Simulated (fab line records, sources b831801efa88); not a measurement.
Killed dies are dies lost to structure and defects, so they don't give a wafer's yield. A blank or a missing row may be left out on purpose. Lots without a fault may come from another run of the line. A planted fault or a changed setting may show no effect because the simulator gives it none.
fab line records | flow sky130
record lots=5 wafers=15 last_day=48
route steps=708 shown CONTACT@425 METAL1@434 VIA1@458 PAD_OPEN@708
lots that met no fault: from a run of the same line without faults
start_h: hours from the record's first day to the start of the lot's first wafer shown | wait_h: hours since the lot's step before | " the same as in the row above | L1.1+2: a row that stands for several wafers | - no value, or no start given | * or withheld: withheld | < > ~ a bound
route shown NAME@n: a module of which the file shows steps, and the number in the route of the first | usual: mean/standard deviation of fault-free wafers | same: alike in all rows | chamber/n: place in a boat | sites: the reading at each site | _std_site: their standard deviation | _edge_site: outer sites' mean less inner sites' | radius_mm: how far each site lies from the wafer's centre | mask NAME#n: copy n | behind: the tool/chamber that last shaped the wafer | hold: why the lot was held/for how many hours/how that ended | device: the transistor (n, p or np) that didn't switch | end of line: the same wafers' tests at the end of the route | a step without rows: its recipe alone | killed: dies lost to structure and defects at the first sort, not the wafer's yield | map: a wafer's dies, x killed, . not, _ none there
set.NAME: the setting as run; set.NAME@STEP: as run at that earlier step | model.NAME: the simulator's own value behind a step, which no gauge read
lots at some steps of the route; a table a step, a row a wafer
services: from which hour (start_h, from the record's first day; less than 0 if before it) a tool's chamber was out of use, for how many hours, and why
## steps
# step SKY_CONTACT_STRIP_19
# recipe chemistry=O2/N2 power_w=1400 pressure_mtorr=1500 platen_temp_c=withheld o2_flow_sccm=3000 n2_flow_sccm=300 overash_fraction=0.5
# usual drypump_motor_current_A=5.9/0.48 n2_flow_sccm=300.0/0.84 oes_product_au=0.381/0.0045 strip_time_to_endpoint_s=3.638/0.027
# same overash_fraction=0.5
# columns lot.wafer tool chamber start_h wait_h drypump_motor_current_A n2_flow_sccm oes_product_au rf_hours_counter_h strip_time_to_endpoint_s
L188.1 plasma_asher-02 1 779.72 - 6.5 301.0 0.384 3 3.618
L188.2 " 0 " " 6.1 300.4 0.389 3 3.652
L188.4 " 0 " " 6.0 299.6 0.375 - 3.617
L190.1 plasma_asher-02 0 788.45 - 6.1 299.1 0.387 4 3.665
L190.5 " 1 " " 6.5 300.8 0.382 - 3.680
L190.6 " 0 " " 6.1 298.8 0.381 - 3.629
L191.2 plasma_asher-01 0 803.24 - 5.4 300.1 0.382 37 3.638
L191.4 " 0 " " 5.4 300.1 0.381 - 3.637
L191.6 " 1 " " 6.1 298.7 0.380 - 3.633
L194.2 plasma_asher-02 1 819.07 - 6.5 300.7 0.379 8 3.631
L194.4 " 1 " " 6.5 300.5 0.378 - 3.604
L194.5 " 1 " " 6.5 300.8 0.381 - 3.699
L196.1 plasma_asher-01 1 839.77 - 6.1 300.4 0.375 40 3.634
L196.2 " 0 " " 5.4 299.5 0.382 40 3.632
L196.3 " 1 " " 6.1 301.2 0.376 - 3.663
# step SKY_CONTACT_STRIP_20
# recipe chemistry=post_etch_residue_remover time_s=1200 temp_c=72.5
# step SKY_CONTACT_CLEAN_21
# recipe chemistry=IPA time_s=180 temp_c=25
# step SKY_CONTACT_CLEAN_22
# recipe chemistry=O3/DIW dry=n2_spin
# step SKY_CONTACT_SPUTTER_23
# recipe material=TiN target_thk_nm=20 chamber_pressure_pa=5 power_w=4000 time_s=78.68
# step SKY_CONTACT_CVD_24
# recipe material=W target_thk_nm=340 time_s=102.12 temp_c=400 pressure_torr=40
# usual heater_power_w=875/72
# same time_s=102.12
# columns lot.wafer tool chamber start_h wait_h heater_power_w
L188.1 cvd_w-02 1 780.38 0.0 748
L188.2 " 0 " " 919
L188.4 " 1 " " 755
L190.1 cvd_w-02 1 789.10 0.0 760
L190.5 " 0 " " 931
L190.6 " 1 " " 749
L191.2 cvd_w-01 0 803.95 0.0 918
L191.4 " 1 " " 903
L191.6 " 1 " " 897
L194.2 cvd_w-02 0 819.76 0.0 909
L194.4 " 0 " " 926
L194.5 " 1 " " 751
L196.1 cvd_w-02 0 840.45 0.0 926
L196.2 " 1 " " 764
L196.3 " 0 " " 937
# step SKY_CONTACT_RS_MEAS_25
# recipe thk_meas_gauge=four-point-probe reads=W_of_CONTACT_CVD_24+TiN_of_CONTACT_SPUTTER_23
# usual CONTACT_W_RS=0.337/0.0032
# columns lot.wafer tool chamber start_h wait_h CONTACT_W_RS[ohm/sq]
L188.1 film_metro-04 - 780.49 0.1 0.339
L188.2 " - " " 0.331
L188.4 " - " " 0.334
L190.1 film_metro-01 - 789.21 0.1 0.332
L190.5 " - " " 0.332
L190.6 " - " " 0.333
L191.2 film_metro-01 - 804.08 0.1 0.334
L191.4 " - " " 0.330
L191.6 " - " " 0.335
L194.2 film_metro-01 - 819.89 0.1 0.342
L194.4 " - " " 0.344
L194.5 " - " " 0.342
L196.1 film_metro-04 - 840.56 0.1 0.339
L196.2 " - " " 0.335
L196.3 " - " " 0.339
# step SKY_CONTACT_THK_MEAS_26
# recipe thk_meas_gauge=xrf reads=W_of_CONTACT_CVD_24
# usual CONTACT_W_THK=331/3.6
# columns lot.wafer tool chamber start_h wait_h CONTACT_W_THK[nm]
L188.1 film_metro-04 - 780.61 0.1 330
L188.2 " - " " 339
L188.4 " - " " 338
L190.1 film_metro-01 - 789.33 0.1 335
L190.5 " - " " 334
L190.6 " - " " 332
L191.2 film_metro-01 - 804.19 0.1 332
L191.4 " - " " 336
L191.6 " - " " 334
L194.2 film_metro-01 - 820.00 0.1 326
L194.4 " - " " 323
L194.5 " - " " 326
L196.1 film_metro-04 - 840.68 0.1 331
L196.2 " - " " 334
L196.3 " - " " 328
# step SKY_CONTACT_CMP_27
# recipe stop_on=SiO2 t_overpolish_s=15 down_force_psi=3.5 platen_rpm=60 target_thk_nm=0 pad_velocity_m_s=0.94248
# step SKY_METAL1_SPUTTER_00
# recipe material=Ti target_thk_nm=15 power_w=3000 time_s=10 chamber_pressure_pa=0.4
# usual cathode_dc_power_W=3000.0/0.57 throttle_valve_pct=30.1/1.4
# same time_s=10
# columns lot.wafer tool chamber start_h wait_h cathode_dc_power_W throttle_valve_pct
L188.1 pvd_sputter-03 - 780.97 0.1 3000.1 29.5
L188.2 " - " " 3000.1 31.8
L188.4 " - " " 2999.2 30.1
L190.1 pvd_sputter-02 - 789.69 0.1 2999.8 30.0
L190.5 " - " " 3000.1 29.8
L190.6 " - " " 3000.1 29.8
L191.2 pvd_sputter-03 - 804.54 0.1 2999.9 30.2
L191.4 " - " " 2999.9 27.0
L191.6 " - " " 2999.6 31.5
L194.2 pvd_sputter-04 - 820.35 0.2 3000.0 31.3
L194.4 " - " " 2999.2 32.0
L194.5 " - " " 2999.5 32.0
L196.1 pvd_sputter-04 - 841.04 0.1 3001.5 32.2
L196.2 " - " " 3000.4 30.2
L196.3 " - " " 2999.9 28.4
# step SKY_METAL1_SPUTTER_01
# recipe material=TiN target_thk_nm=20 power_w=6500 time_s=16.7 chamber_pressure_pa=0.4
# usual cathode_dc_power_W=6500.1/1.2 throttle_valve_pct=30.1/1.4
# same time_s=16.7
# columns lot.wafer tool chamber start_h wait_h cathode_dc_power_W throttle_valve_pct
L188.1 pvd_sputter-03 - 780.99 0.0 6502.2 29.5
L188.2 " - " " 6500.6 31.8
L188.4 " - " " 6499.4 30.2
L190.1 pvd_sputter-02 - 789.71 0.0 6500.7 30.0
L190.5 " - " " 6499.1 30.1
L190.6 " - " " 6500.5 30.0
L191.2 pvd_sputter-03 - 804.57 0.0 6502.1 30.2
L191.4 " - " " 6499.3 27.1
L191.6 " - " " 6499.5 31.5
L194.2 pvd_sputter-04 - 820.37 0.0 6501.1 31.2
L194.4 " - " " 6500.2 32.2
L194.5 " - " " 6501.6 32.3
L196.1 pvd_sputter-04 - 841.06 0.0 6501.3 32.4
L196.2 " - " " 6501.0 30.4
L196.3 " - " " 6500.0 28.5
# step SKY_METAL1_SPUTTER_02
# recipe material=AlCu target_thk_nm=250 power_w=10600 time_s=13.3 chamber_pressure_pa=0.4
# step SKY_METAL1_SPUTTER_03
# recipe material=Ti target_thk_nm=5 power_w=3000 time_s=3.3 chamber_pressure_pa=0.4
# usual cathode_dc_power_W=3000.1/0.54 throttle_valve_pct=30.1/1.4
# same time_s=3.3
# columns lot.wafer tool chamber start_h wait_h cathode_dc_power_W throttle_valve_pct
L188.1 pvd_sputter-03 - 781.04 0.0 3000.4 29.7
L188.2 " - " " 2999.4 31.7
L188.4 " - " " 3000.6 29.9
L190.1 pvd_sputter-02 - 789.76 0.0 3001.0 29.8
L190.5 " - " " 2999.5 30.0
L190.6 " - " " 2999.7 30.0
L191.2 pvd_sputter-03 - 804.62 0.0 2998.7 30.2
L191.4 " - " " 2999.6 27.1
L191.6 " - " " 3000.1 31.7
L194.2 pvd_sputter-04 - 820.42 0.0 2999.2 31.0
L194.4 " - " " 2999.8 32.2
L194.5 " - " " 2999.7 32.2
L196.1 pvd_sputter-04 - 841.11 0.0 3001.2 32.2
L196.2 " - " " 2999.2 30.3
L196.3 " - " " 2999.5 28.5
# step SKY_METAL1_SPUTTER_04
# recipe material=TiN target_thk_nm=70 power_w=6500 time_s=58.3 chamber_pressure_pa=0.4
# step SKY_METAL1_RS_MEAS_05
# recipe thk_meas_gauge=four-point-probe reads=TiN_of_METAL1_SPUTTER_04+Ti_of_METAL1_SPUTTER_03+AlCu_of_METAL1_SPUTTER_02+TiN_of_METAL1_SPUTTER_01+Ti_of_METAL1_SPUTTER_00
# usual METAL1_ALCU_RS=0.1265/0.0017
# columns lot.wafer tool chamber start_h wait_h METAL1_ALCU_RS[ohm/sq]
L188.1 film_metro-02 - 781.11 0.0 0.1258
L188.2 " - " " 0.1273
L188.4 " - " " 0.1285
L190.1 film_metro-03 - 789.83 0.0 0.1295
L190.5 " - " " 0.1298
L190.6 " - " " 0.1303
L191.2 film_metro-03 - 804.70 0.0 0.1284
L191.4 " - " " 0.1260
L191.6 " - " " 0.1280
L194.2 film_metro-02 - 820.51 0.0 0.1258
L194.4 " - " " 0.1235
L194.5 " - " " 0.1252
L196.1 film_metro-02 - 841.18 0.0 0.1257
L196.2 " - " " 0.1277
L196.3 " - " " 0.1277
# step SKY_METAL1_THK_MEAS_06
# recipe thk_meas_gauge=xrf reads=AlCu_of_METAL1_SPUTTER_02
# usual METAL1_ALCU_THK=242/4
# columns lot.wafer tool chamber start_h wait_h METAL1_ALCU_THK[nm]
L188.1 film_metro-02 - 781.23 0.1 243
L188.2 " - " " 238
L188.4 " - " " 238
L190.1 film_metro-03 - 789.95 0.1 233
L190.5 " - " " 234
L190.6 " - " " 231
L191.2 film_metro-03 - 804.81 0.1 237
L191.4 " - " " 243
L191.6 " - " " 238
L194.2 film_metro-02 - 820.62 0.1 243
L194.4 " - " " 249
L194.5 " - " " 243
L196.1 film_metro-02 - 841.30 0.1 243
L196.2 " - " " 241
L196.3 " - " " 240
# step SKY_METAL1_DEHYDRATE_07
# recipe temp_c=200 time_s=60
# step SKY_METAL1_HMDS_08
# recipe prime_time_s=60 prime_temp_c=120
# step SKY_METAL1_COAT_09
# recipe resist=BARC temp_c=withheld time_s=withheld spin_rpm=3000 resist_thk_nm=60
# step SKY_METAL1_COAT_10
# recipe resist=KrF-thick spin_rpm=3000 resist_thk_nm=450
# step SKY_METAL1_SOFTBAKE_11
# recipe temp_c=100 time_s=90 resist=KrF-thick
# step SKY_METAL1_EXPOSE_12
# recipe mask_id=MM1 na=0.8 source_shape=annular sigma_inner=0.55 sigma_outer=0.85 target_cd_nm=140 dose_mj=28
# step SKY_METAL1_PEB_13
# recipe peb_temp_c=withheld peb_time_s=withheld resist=KrF-thick
# step SKY_METAL1_DEVELOP_14
# recipe develop_time_s=60 resist=KrF-thick dev_temp_c=21
# step SKY_METAL1_CD_MEAS_15
# recipe target_cd_nm=140
# usual cd_nm=139.8/1.9
# columns lot.wafer tool chamber start_h wait_h cd_nm
L188.1 cd_sem-02 - 808.58 - 140.0
L188.2 " - " " 142.5
L188.4 " - " " 139.8
L190.1 cd_sem-01 - 815.51 - 139.6
L190.5 " - " " 139.0
L190.6 " - " " 139.7
L191.2 cd_sem-02 - 830.70 - 138.9
L191.4 " - " " 138.7
L191.6 " - " " 139.5
L194.2 cd_sem-01 - 847.30 - 141.3
L194.4 " - " " 139.6
L194.5 " - " " 139.1
L196.1 cd_sem-02 - 867.06 - 139.1
L196.2 " - " " 137.6
L196.3 " - " " 138.1
# step SKY_METAL1_OVL_MEAS_16
# usual METAL1_OVL=4/5.6
# columns lot.wafer tool chamber start_h wait_h METAL1_OVL[nm]
L188.1 overlay-01 - 808.70 0.1 -3
L188.2 " - " " 0
L188.4 " - " " 0
L190.1 overlay-01 - 815.63 0.1 6
L190.5 " - " " 1
L190.6 " - " " -1
L191.2 overlay-02 - 830.81 0.1 14
L191.4 " - " " 10
L191.6 " - " " 8
L194.2 overlay-02 - 847.41 0.1 -3
L194.4 " - " " -3
L194.5 " - " " -9
L196.1 overlay-01 - 867.18 0.1 8
L196.2 " - " " 10
L196.3 " - " " 14
# step SKY_METAL1_DESCUM_17
# recipe chemistry=O2 source_power_w=150 bias_power_w=0 pressure_mtorr=10 temp_c=40 time_s=8
# usual drypump_motor_current_A=5.5/0.54 oes_product_au=1.000/0.0096
# same time_s=8
# columns lot.wafer tool chamber start_h wait_h drypump_motor_current_A oes_product_au rf_hours_counter_h
L188.1 rie_metal-04 0 808.74 0.0 6.1 0.992 7
L188.2 " 1 " " 5.0 1.007 1
L188.4 " 0 " " 6.1 1.003 -
L190.1 rie_metal-03 0 815.67 0.0 5.8 1.011 10
L190.5 " 1 " " 5.2 0.999 -
L190.6 " 0 " " 5.8 1.007 -
L191.2 rie_metal-04 1 830.84 0.0 5.0 0.997 2
L191.4 " 0 " " 6.1 1.005 -
L191.6 " 1 " " 5.1 1.001 -
L194.2 rie_metal-04 1 847.44 0.0 5.1 0.997 3
L194.4 " 1 " " 5.0 0.993 -
L194.5 " 1 " " 5.1 0.996 -
L196.1 rie_metal-04 1 867.22 0.0 5.0 0.994 3
L196.2 " 0 " " 6.1 1.003 9
L196.3 " 1 " " 5.0 0.992 -
# step SKY_METAL1_ETCH_18
# recipe chemistry=N2/H2 target=BARC ion_energy_ev=200 bias_w=100 pressure_mtorr=30 n2_flow_sccm=100 h2_flow_sccm=200 icp_w=500 stop_on=SiO2 time_s=44.24 target_depth_a=600
# step SKY_METAL1_METAL_ETCH_19
# recipe target_depth_a=3600 stop_on=SiO2 over_etch_frac=0.3 time_s=78 chemistry=Cl2/BCl3 resist_sidewall_deg=88 pressure_mtorr=10 icp_w=900 bias_w=48.5 Cl2_flow_sccm=60 bcl3_flow_sccm=30
# step SKY_METAL1_STRIP_20
# recipe chemistry=O2/N2 power_w=1400 pressure_mtorr=1500 platen_temp_c=withheld o2_flow_sccm=3000 n2_flow_sccm=300 overash_fraction=0.5
# step SKY_METAL1_STRIP_21
# recipe chemistry=post_etch_residue_remover time_s=1200 temp_c=72.5
# step SKY_METAL1_CLEAN_22
# recipe chemistry=IPA time_s=180 temp_c=25
# step SKY_METAL1_CLEAN_23
# recipe chemistry=O3/DIW dry=n2_spin
# step SKY_VIA1_HDPCVD_00
# recipe material=SiO2 target_thk_nm=1030 sigma_open_frac=0.3 time_s=171.7 temp_c=400 sih4_flow_sccm=60 pressure_mtorr=6
# step SKY_VIA1_THK_MEAS_01
# recipe reads=SiO2_of_VIA1_HDPCVD_00
# usual VIA1_HDPCVD_THK=1033/14
# columns lot.wafer tool chamber start_h wait_h VIA1_HDPCVD_THK[nm]
L188.1 film_metro-03 - 809.64 0.1 1048
L188.2 " - " " 1042
L188.4 " - " " 1052
L190.1 film_metro-02 - 816.60 0.1 1039
L190.5 " - " " 1032
L190.6 " - " " 1042
L191.2 film_metro-03 - 831.77 0.1 1026
L191.4 " - " " 1001
L191.6 " - " " 1043
L194.2 film_metro-02 - 848.42 0.1 1010
L194.4 " - " " 1031
L194.5 " - " " 1016
L196.1 film_metro-02 - 868.17 0.1 1035
L196.2 " - " " 1013
L196.3 " - " " 1008
# step SKY_VIA1_CMP_02
# recipe material=SiO2 down_force_psi=4 platen_rpm=60 pad_velocity_m_s=0.94248
# step SKY_VIA1_BOW_MEAS_03
# recipe mode=bow
# usual VIA1_BOW=79/7.4
# columns lot.wafer tool chamber start_h wait_h VIA1_BOW[um]
L188.1 film_metro-01 - 810.00 0.1 79
L188.2 " - " " 78
L188.4 " - " " 76
L190.1 film_metro-02 - 817.13 0.1 96
L190.5 " - " " 73
L190.6 " - " " 79
L191.2 film_metro-01 - 832.14 0.2 65
L191.4 " - " " 85
L191.6 " - " " 69
L194.2 film_metro-02 - 848.79 0.2 69
L194.4 " - " " 88
L194.5 " - " " 72
L196.1 film_metro-03 - 868.53 0.2 80
L196.2 " - " " 64
L196.3 " - " " 78
# step SKY_VIA1_DEHYDRATE_04
# recipe temp_c=200 time_s=60
# step SKY_VIA1_HMDS_05
# recipe prime_time_s=60 prime_temp_c=120
# step SKY_VIA1_COAT_06
# recipe resist=BARC temp_c=withheld time_s=withheld spin_rpm=3000 resist_thk_nm=60
# step SKY_VIA1_COAT_07
# recipe resist=KrF-thick spin_rpm=3000 resist_thk_nm=450
# step SKY_VIA1_SOFTBAKE_08
# recipe temp_c=100 time_s=90 resist=KrF-thick
# step SKY_PAD_OPEN_PROBE_99
# usual defect_limited_yield=82.4/1.8 killed_at_M0_to_M3=44/6.3 killed_at_M4_up=3.1/1.8 killed_at_contacts=25/5.1 killed_at_front_end=15/4.1 killed_at_other=0.3/0.71 killed_dies=87/8.8 killed_open=47/6.8 killed_short=40/6.7 sort_bin_3_pad_short=0.9/0.39 sort_bin_5_function=10.4/1.5 sort_bin_6_memory=6.4/1.1 sort_n_pass=405/8.8 sort_yield_pct=82.4/1.8
# same gross_dies=492 killed_at_back_side=0 sort_bin_4_leakage[%]=0 sort_bin_8_speed[%]=0
# columns lot.wafer tool chamber start_h wait_h hold defect_limited_yield[%] killed_at_M0_to_M3 killed_at_M4_up killed_at_contacts killed_at_front_end killed_at_other killed_dies killed_open killed_short sort_bin_3_pad_short[%] sort_bin_5_function[%] sort_bin_6_memory[%] sort_n_pass sort_yield_pct[%] model.etest.tester.sort_n_pass model.etest.tester.sort_yield_pct model.etest.tester.sort_bin_5_pct model.etest.tester.sort_bin_3_pct
L188.1 prober-02 - 1110.34 0.1 - 82.5 41 5 28 12 0 86 41 45 0.8 10.2 6.5 406 82.5 406 82.52 10.16 0.813
L188.2 prober-02 - 1110.39 0.1 - 80.1 55 3 23 16 1 98 55 43 0.8 11.8 7.3 394 80.1 394 80.08 11.79 0.813
L188.4 prober-02 - 1110.49 0.2 - 82.1 52 0 21 14 1 88 50 38 0 10.4 7.5 404 82.1 404 82.11 10.37 0
L190.1 prober-02 - 1116.90 0.1 - 79.9 57 3 22 17 0 99 53 46 1.8 10.8 7.5 393 79.9 393 79.88 10.77 1.829
L190.5 prober-02 - 1117.10 0.2 - 83.1 34 6 26 13 4 83 48 31 0.8 8.9 7.1 409 83.1 409 83.13 8.943 0.813
L190.6 prober-02 - 1117.15 0.2 - 83.7 47 3 22 7 1 80 42 37 0.8 8.9 6.5 412 83.7 412 83.74 8.943 0.813
L191.2 prober-01 - 1128.92 0.1 - 83.3 30 1 30 20 1 82 39 43 0.6 10.2 5.9 410 83.3 410 83.33 10.16 0.6098
L191.4 prober-01 - 1129.02 0.2 - 83.1 35 3 30 15 0 83 47 36 1.0 7.7 8.1 409 83.1 409 83.13 7.724 1.016
L191.6 prober-01 - 1129.12 0.2 - 83.3 43 3 21 15 0 82 45 37 1.6 10.6 4.5 410 83.3 410 83.33 10.57 1.626
L194.2 prober-02 - 1139.81 0.1 - 77.4 56 2 30 23 0 111 59 52 1.0 14.0 7.5 381 77.4 381 77.44 14.02 1.016
L194.4 prober-02 - 1139.91 0.2 - 80.5 48 2 23 20 3 96 58 35 0.8 13.6 5.1 396 80.5 396 80.49 13.62 0.813
L194.5 prober-02 - 1139.96 0.2 - 83.9 43 2 24 9 1 79 41 37 0.6 8.7 6.7 413 83.9 413 83.94 8.74 0.6098
L196.1 prober-02 - 1154.85 0.1 await_dispo/2.4h/release 76.4 77 3 22 14 0 116 42 43 2.0 16.9 4.7 376 76.4 376 76.42 16.87 2.033
L196.2 prober-02 - 1154.90 0.1 await_dispo/2.4h/release 81.7 46 3 26 15 0 90 56 34 1.0 12.0 5.3 402 81.7 402 81.71 11.99 1.016
L196.3 prober-02 - 1154.95 0.2 await_dispo/2.4h/release 82.1 49 2 20 17 0 88 44 44 1.4 9.6 6.9 404 82.1 404 82.11 9.553 1.423
# killed by level:class
L188.1 CONTACT:geometric_particle:open=11 VIA1:geometric_particle:open=11 METAL1:geometric_particle:short=6 LOCAL_INTERCONNECT:geometric_particle:short=5 VIA2:geometric_particle:open=5 CONTACT:geometric_particle:short=5 VIA1:geometric_particle:short=5 LI_CONTACT:geometric_particle:short=4
L188.2 VIA1:geometric_particle:open=16 CONTACT:geometric_particle:open=10 VIA3:geometric_particle:open=7 METAL2:geometric_particle:short=7 VIA1:geometric_particle:short=6 VIA2:geometric_particle:open=5 VIA2:geometric_particle:short=5 FIELD_ISO:geometric_particle:open=4
L188.4 VIA1:geometric_particle:open=16 LI_CONTACT:geometric_particle:open=11 VIA1:geometric_particle:short=11 VIA3:geometric_particle:open=6 FIELD_ISO:geometric_particle:short=5 CONTACT:geometric_particle:open=5 METAL2:geometric_particle:short=5 METAL1:geometric_particle:short=5
L190.1 VIA1:geometric_particle:open=10 VIA2:geometric_particle:open=9 VIA3:geometric_particle:open=9 LI_CONTACT:geometric_particle:open=6 LOCAL_INTERCONNECT:geometric_particle:short=6 POLY_GATE:geometric_particle:open=5 METAL1:geometric_particle:short=5 CONTACT:geometric_particle:open=5
L190.5 VIA3:geometric_particle:open=12 VIA1:geometric_particle:open=9 CONTACT:geometric_particle:short=7 FIELD_ISO:geometric_particle:open=6 LI_CONTACT:geometric_particle:open=6 LOCAL_INTERCONNECT:geometric_particle:short=6 CONTACT:geometric_particle:open=5 METAL4:geometric_particle:short=4
L190.6 VIA1:geometric_particle:open=8 CONTACT:geometric_particle:open=7 METAL1:geometric_particle:short=7 VIA3:geometric_particle:open=7 LI_CONTACT:geometric_particle:open=6 VIA3:geometric_particle:short=5 LOCAL_INTERCONNECT:geometric_particle:short=4 CONTACT:geometric_particle:short=4
L191.2 VIA1:geometric_particle:open=10 CONTACT:geometric_particle:open=8 FIELD_ISO:geometric_particle:short=6 CONTACT:geometric_particle:short=6 LI_CONTACT:geometric_particle:open=5 LI_CONTACT:geometric_particle:short=5 LOCAL_INTERCONNECT:geometric_particle:short=5 SPACER:geometric_particle:short=4
L191.4 CONTACT:geometric_particle:open=10 VIA3:geometric_particle:open=7 LI_CONTACT:geometric_particle:open=7 VIA1:geometric_particle:open=7 METAL2:geometric_particle:short=7 FIELD_ISO:geometric_particle:short=5 FIELD_ISO:geometric_particle:open=5 CONTACT:geometric_particle:short=5
L191.6 VIA1:geometric_particle:open=10 VIA2:geometric_particle:open=8 LI_CONTACT:geometric_particle:open=6 VIA3:geometric_particle:open=6 FIELD_ISO:geometric_particle:short=5 POLY_GATE:geometric_particle:open=5 LOCAL_INTERCONNECT:geometric_particle:short=4 CONTACT:geometric_particle:open=4
L194.2 VIA1:geometric_particle:open=14 FIELD_ISO:geometric_particle:short=8 CONTACT:geometric_particle:short=8 CONTACT:geometric_particle:open=8 VIA2:geometric_particle:open=8 VIA1:geometric_particle:short=8 LI_CONTACT:geometric_particle:open=7 VIA3:geometric_particle:open=7
L194.4 VIA1:geometric_particle:open=14 LOCAL_INTERCONNECT:geometric_particle:short=9 CONTACT:geometric_particle:open=9 VIA3:geometric_particle:open=9 VIA2:geometric_particle:open=6 FIELD_ISO:geometric_particle:open=5 POLY_GATE:geometric_particle:short=5 LI_CONTACT:geometric_particle:open=4
L194.5 METAL2:geometric_particle:short=9 VIA1:geometric_particle:open=7 METAL1:geometric_particle:short=6 LI_CONTACT:geometric_particle:open=6 CONTACT:geometric_particle:open=6 CONTACT:geometric_particle:short=5 VIA3:geometric_particle:open=5 POLY_GATE:geometric_particle:open=3
L196.1 METAL1:unspecified=31 VIA1:geometric_particle:open=13 VIA1:geometric_particle:short=10 LI_CONTACT:geometric_particle:open=9 POLY_GATE:geometric_particle:short=6 METAL1:geometric_particle:short=6 VIA2:geometric_particle:open=6 CONTACT:geometric_particle:open=5
L196.2 VIA1:geometric_particle:open=12 CONTACT:geometric_particle:open=11 LI_CONTACT:geometric_particle:open=9 METAL2:geometric_particle:short=9 VIA3:geometric_particle:open=9 METAL1:geometric_particle:short=6 FIELD_ISO:geometric_particle:open=5 LOCAL_INTERCONNECT:geometric_particle:short=5
L196.3 VIA1:geometric_particle:open=11 FIELD_ISO:geometric_particle:short=7 METAL2:geometric_particle:short=7 VIA2:geometric_particle:open=6 VIA3:geometric_particle:open=6 LI_CONTACT:geometric_particle:open=5 LI_CONTACT:geometric_particle:short=4 LOCAL_INTERCONNECT:geometric_particle:short=4
# map L196.1 (x killed, . not)
__________......x..._________
________x...x...xx.xx._______
______x..x.......x...x.._____
_____..x...............x.____
____...x.................x___
___..x.........x......x....__
__..x.x.....x..............._
_..x.......xxx..xxxxx...xx...
_.xx....xxx.xx........x..xx..
_......x............x.x.x....
_................xx......x.x.
_..x.x.x.x....x..............
_........x.x.x.x...x.........
_.x......x.......x.........x.
_...............x......x...x.
__...........xxx...x..xx...._
___....x......xx....xxxxxx.__
____...........x..xxxxxxxx___
_____.....xx...x.x.xxxxxx____
______.....x....x..xxxxx_____
________.........xxxxx_______
__________.x...x...x_________
# map L194.2 (x killed, . not)
__________x..xxx...x_________
________..x.....xx...x_______
______....x...x...x..x.x_____
_____.x.....x..x.......x.____
____..xx..........x......x___
___...x.xx....x...x.x......__
__..x..xx..xx..x...x........_
_...x.....x.x..........x..x..
_....x.x..x....x...x..x.....x
_....xx.........xxx....x.....
_...x..x...............x...x.
_x..x.............x.x...xxx..
_.........x.xx........x......
_x..x..x.....x.......x...x...
_...x....x.x.....x.x.xx......
__.x....x..x...x........x..._
___.x.x.x............x..xx.__
____x....xx............x..___
_____.x.......x..x.....x.____
______...........x.xx..._____
________.x..x..x.xxxx._______
__________.......x.._________
## services
# columns tool chamber start_h hours kind
rie_metal-03 - 787.59 2.8 pm
pvd_sputter-04 - 795.92 4.5 repair
pvd_sputter-02 1 799.43 - consumable_replace:kit
pvd_sputter-02 1 799.43 18.0 scheduled_down
pvd_sputter-02 1 799.43 18.0 vent_cycle
pvd_sputter-02 - 820.10 6.1 repair
plasma_asher-01 - 825.64 5.8 repair
rie_metal-04 0 836.80 2.4 repair
rie_metal-04 - 857.12 2.8 pm
cvd_w-02 - 860.33 0.7 repair
pvd_sputter-04 1 866.80 - consumable_replace:kit
pvd_sputter-04 1 866.80 18.0 scheduled_down
pvd_sputter-04 1 866.80 18.0 vent_cycle
## key
first_sign step=SKY_PAD_OPEN_PROBE_99 reading=killed_at_M0_to_M3 direction=up sigmas=5.3 usual=44 struck=77
effect step=SKY_PAD_OPEN_PROBE_99 reading=sort_bin_5_function direction=up sigmas=4.4 usual=10.4 struck=16.9
model_effect step=SKY_PAD_OPEN_PROBE_99 value=etest.tester.sort_n_pass without=397 struck=376
met_at SKY_METAL1_SPUTTER_03
struck_wafers L196.1
onset_between 820.42 841.11
fault kind=chamber_particle_source tool=pvd_sputter-04 chamber=- onset_h=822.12 steps=SKY_METAL1_SPUTTER_03 rate_per_visit_cm2=0.48863 end_h=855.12 scope=struck_wafers_only
